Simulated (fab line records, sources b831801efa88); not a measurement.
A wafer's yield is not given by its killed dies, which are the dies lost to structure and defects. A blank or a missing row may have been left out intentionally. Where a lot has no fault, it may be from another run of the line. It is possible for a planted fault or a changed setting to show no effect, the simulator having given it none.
A lot that was struck, set against a sound lot :: flow gf180mcu :: 14 steps out of a route of 602
Sound: the wafers L372.2, L372.3, L372.6. Struck: wafers L370.1, L370.2, L370.4. The cause is named last.
Each step with rows lists, per side, the tool, then ch with its chambers, then its first start. Under that, the readings that differ: sound wafers :: struck wafers :: difference of the means :: sigmas: that difference in standard deviations of wafers without a fault.
alike: words and numbers the same on both sides, and readings whose means are apart by under 2 such deviations; not compared: readings that were withheld, readings missing a value for some wafer, numbers with overlapping values and no deviation given by the record, and bounds like >300 which may hide the same value.
Wherever a step has rows on one side only, a row that says differs or no value, or a row with sigmas, the two part there. Numbers that don't overlap but have no deviation are shown without sigmas and don't part them. Lack of a reading on every wafer of one side parts them only where that side has two or more wafers.

first, 5 steps without rows for these wafers: GF_V3_COAT_09 (resist thk 1000 nm); GF_V3_SOFTBAKE_10 (time 60 s); GF_V3_EXPOSE_11 (exposes mask Via3, target cd 260 nm); GF_V3_PEB_12 (peb time 90 s); GF_V3_DEVELOP_13 (develop time 60 s).
GF_V3_CD_MEAS_14 targets a cd of 260 nm.
  struck on cd-sem-02, day 28 21:47; sound on cd-sem-01, day 29 03:41
  alike: cd-nm
GF_V3_OVL_MEAS_15:
  struck on overlay-02, day 28 21:54; sound on overlay-01, day 29 03:47
  alike: V3_OVL
GF_V3_ETCH_16: etches BARC in N2/H2.
  sound on rie-diel-04 ch 1,3, day 29 03:49; struck on rie-diel-04 ch 1,2,3, day 28 21:56
  alike: drypump-motor-current-A, oes-product-au, throttle-valve-pct
GF_V3_ETCH_17: etches SiO2 in C4F8/O2/Ar, stops on TiN, target depth 635 nm.
  sound: rie-diel-04 ch 1,3; struck: rie-diel-04 ch 1,2,3
  alike: oes-product-au
GF_V3_STRIP_18: strips in O2/N2.
  sound on plasma-asher-02 ch 0,1, day 29 03:57; struck on plasma-asher-01 ch 0,1, day 28 22:04
  alike: drypump-motor-current-A, heater-power-w, oes-product-au
  not compared: rf-hours-counter-h
then, 2 steps without rows for these wafers: GF_V3_STRIP_19 (strips in post etch residue remover, time 1200 s); GF_V3_CLEAN_20 (cleans in DIW).
GF_V3_SPUTTER_21: material Ti, target thk 15 nm, time 80.02 s.
  struck on pvd-sputter-02, day 28 22:38; sound on pvd-sputter-01, day 29 04:35
  no value came back on the struck wafers for cathode-dc-power-W (W), chamber-pressure-pa (Pa), throttle-valve-pct (%); on the sound wafers cathode-dc-power-W (W) reads 2500.7 2500.0 2499.9
GF_V3_SPUTTER_22: material TiN, target thk 10 nm, time 40 s.
  struck on pvd-sputter-02, day 28 22:42; sound on pvd-sputter-01, day 29 04:38
  alike: cathode-dc-power-W, chamber-pressure-pa, throttle-valve-pct

WHERE THEY PART
GF_V3_SPUTTER_21 only, going by this record. Later steps at which nothing parts them and some readings are alike: GF_V3_SPUTTER_22.

WHY: whatever the simulator had introduced
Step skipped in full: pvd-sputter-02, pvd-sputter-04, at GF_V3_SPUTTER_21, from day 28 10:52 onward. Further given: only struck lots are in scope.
